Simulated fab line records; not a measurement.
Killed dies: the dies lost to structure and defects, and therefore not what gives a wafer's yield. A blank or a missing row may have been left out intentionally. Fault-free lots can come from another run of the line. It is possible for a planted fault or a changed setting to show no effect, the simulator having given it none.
Which tool did it?	flow gf180mcu	6 lots, 17 wafers sampled, at 5 steps of a route of 602

## WHAT EACH GAUGE READ, for each wafer
GF_DNWELL_TW_MEAS_09.
lot	measured	on	DNWELL_TW
L932	day 3 00:18	film metro-02	1362 1367 1365
L934	day 3 12:17	film metro-02	1360 1358 1363
L945	day 5 21:25	film metro-02	1364 1365 1350
L952	day 7 16:53	film metro-04	1380 1373 1386
L954	day 7 20:41	film metro-02	1373 1378 1381

## WHAT TOOL EACH LOT RAN ON (gives the tool, then ch and the chambers of the sampled wafers, and finally the start)
lot	GF_STI_ETCH_13	GF_STI_ETCH_14	GF_STI_STRIP_15	GF_DNWELL_STRIP_08
L932	rie diel-01 ch 0,1, day 2 06:12	rie si-01 ch 0,1, day 2 06:17	plasma asher-04 ch 0,1, day 2 06:23	plasma asher-04 ch 0,1, day 3 00:13
L934	rie diel-04 ch 0,1,3, day 2 16:44	rie si-02 ch 0,1,2, day 2 16:49	plasma asher-02 ch 0,1, day 2 16:53	plasma asher-03 ch 0,1, day 3 12:11
L939	rie diel-04 ch 1,2, day 3 18:07	rie si-01 ch 0,1, day 3 18:14	plasma asher-03 ch 0, day 3 18:18	-
L945	rie diel-03 ch 0,1, day 5 02:02	rie si-01 ch 1,2,3, day 5 02:09	plasma asher-04 ch 0,1, day 5 02:13	plasma asher-03 ch 0,1, day 5 21:19
L952	rie diel-01 ch 1,2, day 6 13:22	rie si-01 ch 0,1,3, day 6 13:27	plasma asher-02 ch 0,1, day 6 13:31	plasma asher-04 ch 0,1, day 7 16:46
L954	rie diel-01 ch 0,2,3, day 6 23:02	rie si-02 ch 0,1,2, day 6 23:07	plasma asher-04 ch 0,1, day 6 23:11	plasma asher-03 ch 0,1, day 7 20:35
- GF_STI_ETCH_13: etches the open film in CHF3/O2, stops on Si, target depth 282.31 nm, time 112.9 s.
- GF_STI_ETCH_14: etches Si in HBr/Cl2/O2, target depth 360 nm, time 102.9 s.
- GF_STI_STRIP_15: strips in O2/N2.
- GF_DNWELL_STRIP_08: strips in O2/N2.

## THE ANSWER, worked out from the rows above alone
Rule: what is usual is taken from the lots themselves. Put in order of their means at a reading, lots are off if they are a third of the lots or fewer, leave a main group of 4 or more, and stand apart from it by a gap of 3 or more times the standard deviation of the main group's means; of several such gaps the widest counts. The tables above print the reading to a certain number of digits; a main group whose means all agree to those digits is not used. A lot without any number at a reading at which 4 lots or more have one is off too. The other lots that the step has rows for count as sound.
No lot is off on any of the readings shown, so nothing can be concluded from this.

## WHAT THE SIMULATOR HAD INSERTED
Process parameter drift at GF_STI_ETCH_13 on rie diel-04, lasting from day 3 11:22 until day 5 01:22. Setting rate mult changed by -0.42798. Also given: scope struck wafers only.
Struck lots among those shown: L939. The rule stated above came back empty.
